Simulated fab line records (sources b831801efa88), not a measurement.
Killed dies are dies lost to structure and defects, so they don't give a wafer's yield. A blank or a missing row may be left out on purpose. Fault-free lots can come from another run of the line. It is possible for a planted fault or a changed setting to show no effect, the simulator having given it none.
Struck lot and sound lot, side by side | flow gf180mcu | 43 steps out of a route of 602
Sound: wafers L115.2, L115.3, L115.5. Struck: wafers L131.1, L131.5, L131.6. The cause is given at the end.
At each step with rows: each side's tool, then ch and its chambers, then its first start. Under that, the readings that differ: sound wafers | struck wafers | difference of the means | sigmas: that difference in standard deviations of wafers without a fault.
alike: a reading whose means differ by less than 2 such deviations, as well as words and numbers matching on both sides. not compared: withheld readings; readings where some wafer has no value; bounds like >300 that might hide an equal value; numbers whose values overlap and for which the record gives no deviation.
The two part at a step that has a row with sigmas, a row that says differs or no value, or rows on one side only. Numbers that have no deviation but don't overlap get no sigmas and don't part them. A reading missing from all wafers of one side parts the sides only when that side holds two or more wafers.

first, 2 steps without rows for these wafers: GF_LVPWELL_IMPLANT_08; GF_LVPWELL_IMPLANT_09.
GF_LVPWELL_STRIP_10: strips in O2/N2.
  sound on plasmaAsher-03 ch 0,1, day 3 22:09; struck on plasmaAsher-04 ch 0,1, day 7 15:18
  alike: drypumpMotorCurrentA, heaterPowerW, oesProductAu, stripTimeToEndpointS
  not compared: rfHoursCounterH
GF_LVPWELL_TW_MEAS_11:
  sound on filmMetro-02, day 3 22:16; struck on filmMetro-04, day 7 15:24
  alike: LVPWELL_TW
then, 7 steps without rows for these wafers: GF_MVSD_DEHYDRATE_00 (time 60 s); GF_MVSD_HMDS_01 (prime time 60 s); GF_MVSD_COAT_02 (resist thk 3000 nm); GF_MVSD_SOFTBAKE_03; GF_MVSD_EXPOSE_04 (exposes mask MVSD, target cd 1000 nm); GF_MVSD_PEB_05; GF_MVSD_DEVELOP_06 (develop time 60 s).
GF_MVSD_OVL_MEAS_07:
  sound on overlay-02, day 4 11:16; struck on overlay-02, day 8 07:07
  alike: MVSD_OVL
GF_MVSD_IMPLANT_08:
  sound on implanter-04 ch 0, day 4 11:20; struck on implanter-04 ch 0, day 8 07:09
reading          | sound                            | struck                        | difference | sigmas
doseIonsCm2      | 1.5994e+13 1.5987e+13 1.5979e+13 | 1.594e+12 1.608e+12 1.592e+12 | -1.439e+13 | -99 or more
faradayCurrentUA | 89.3 88.9 90.1                   | 8.9 9.1 8.9                   | -80.5      | -42
following that, these wafers have no rows for 1 step: GF_MVSD_IMPLANT_09.
GF_MVSD_STRIP_10: strips in O2/N2.
  sound on plasmaAsher-01 ch 0,1, day 4 11:36; struck on plasmaAsher-02 ch 0,1, day 8 07:27
  alike: drypumpMotorCurrentA, heaterPowerW, oesProductAu, stripTimeToEndpointS
  not compared: rfHoursCounterH
GF_MVSD_TW_MEAS_11:
  sound on filmMetro-01, day 4 11:43; struck on filmMetro-01, day 8 07:33
reading | sound          | struck      | difference | sigmas
MVSD_TW | 1581 1572 1583 | 969 964 968 | -612       | -36
then, 7 steps without rows for these wafers: GF_MVPSD_DEHYDRATE_00 (time 60 s); GF_MVPSD_HMDS_01 (prime time 60 s); GF_MVPSD_COAT_02 (resist thk 3000 nm); GF_MVPSD_SOFTBAKE_03; GF_MVPSD_EXPOSE_04 (exposes mask MVPSD, target cd 1000 nm); GF_MVPSD_PEB_05; GF_MVPSD_DEVELOP_06 (develop time 60 s).
GF_MVPSD_OVL_MEAS_07:
  sound on overlay-01, day 5 01:46; struck on overlay-01, day 8 23:25
  alike: MVPSD_OVL
then, 2 steps without rows for these wafers: GF_MVPSD_IMPLANT_08; GF_MVPSD_IMPLANT_09.
GF_MVPSD_STRIP_10: strips in O2/N2.
  sound on plasmaAsher-04 ch 0,1, day 5 02:06; struck on plasmaAsher-04 ch 0,1, day 8 23:45
  alike: drypumpMotorCurrentA, heaterPowerW, oesProductAu, stripTimeToEndpointS
  not compared: rfHoursCounterH
GF_MVPSD_TW_MEAS_11:
  sound on filmMetro-01, day 5 02:13; struck on filmMetro-02, day 8 23:51
reading  | sound       | struck      | difference | sigmas
MVPSD_TW | 551 556 554 | 568 564 567 | +13        | +2
then, 7 steps without rows for these wafers: GF_VT_IMPLANT_DEHYDRATE_00 (time 60 s); GF_VT_IMPLANT_HMDS_01 (prime time 60 s); GF_VT_IMPLANT_COAT_02 (resist thk 1000 nm); GF_VT_IMPLANT_SOFTBAKE_03 (time 60 s); GF_VT_IMPLANT_EXPOSE_04 (exposes mask LVPWELL LV AREA, target cd 600 nm); GF_VT_IMPLANT_PEB_05; GF_VT_IMPLANT_DEVELOP_06 (develop time 60 s).
GF_VT_IMPLANT_OVL_MEAS_07:
  sound on overlay-02, day 5 15:37; struck on overlay-02, day 9 16:31
  alike: VT_IMPLANT_OVL
following that, these wafers have no rows for 1 step: GF_VT_IMPLANT_IMPLANT_08.
GF_VT_IMPLANT_STRIP_09: strips in O2/N2.
  sound on plasmaAsher-04 ch 0,1, day 5 15:48; struck on plasmaAsher-02 ch 0,1, day 9 16:42
reading                  | sound       | struck      | difference | sigmas
drypumpMotorCurrentA (A) | 5.3 6.0 5.2 | 6.4 6.4 5.7 | +0.7       | +2
  alike: heaterPowerW, oesProductAu, stripTimeToEndpointS
  not compared: rfHoursCounterH
GF_VT_IMPLANT_TW_MEAS_10:
  sound on filmMetro-04, day 5 15:55; struck on filmMetro-03, day 9 16:48
  alike: VT_IMPLANT_TW
then, 3 steps without rows for these wafers: GF_VT_IMPLANT_DEHYDRATE_11 (time 60 s); GF_VT_IMPLANT_HMDS_12 (prime time 60 s); GF_VT_IMPLANT_COAT_13 (resist thk 1000 nm).
-- the record jumps here: 2 days lie between the struck wafers' starts before and after --
GF_VT_IMPLANT_RS_MEAS_46: the measuring method here is four-point-probe.
  sound on filmMetro-01, day 7 14:05; struck on filmMetro-02, day 12 00:25
reading          | sound             | struck               | difference | sigmas
MVSD_RS (ohm/sq) | 457.6 456.8 457.9 | 1195.4 1194.7 1200.2 | +739.3     | +99 or more

## WHERE THEY PART
First at GF_MVSD_IMPLANT_08; last, within this record, at GF_VT_IMPLANT_RS_MEAS_46.

WHY: the cause the simulator had injected
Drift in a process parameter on implanter-04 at GF_MVSD_IMPLANT_08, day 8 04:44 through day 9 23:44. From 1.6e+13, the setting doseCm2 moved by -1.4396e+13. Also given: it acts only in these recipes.
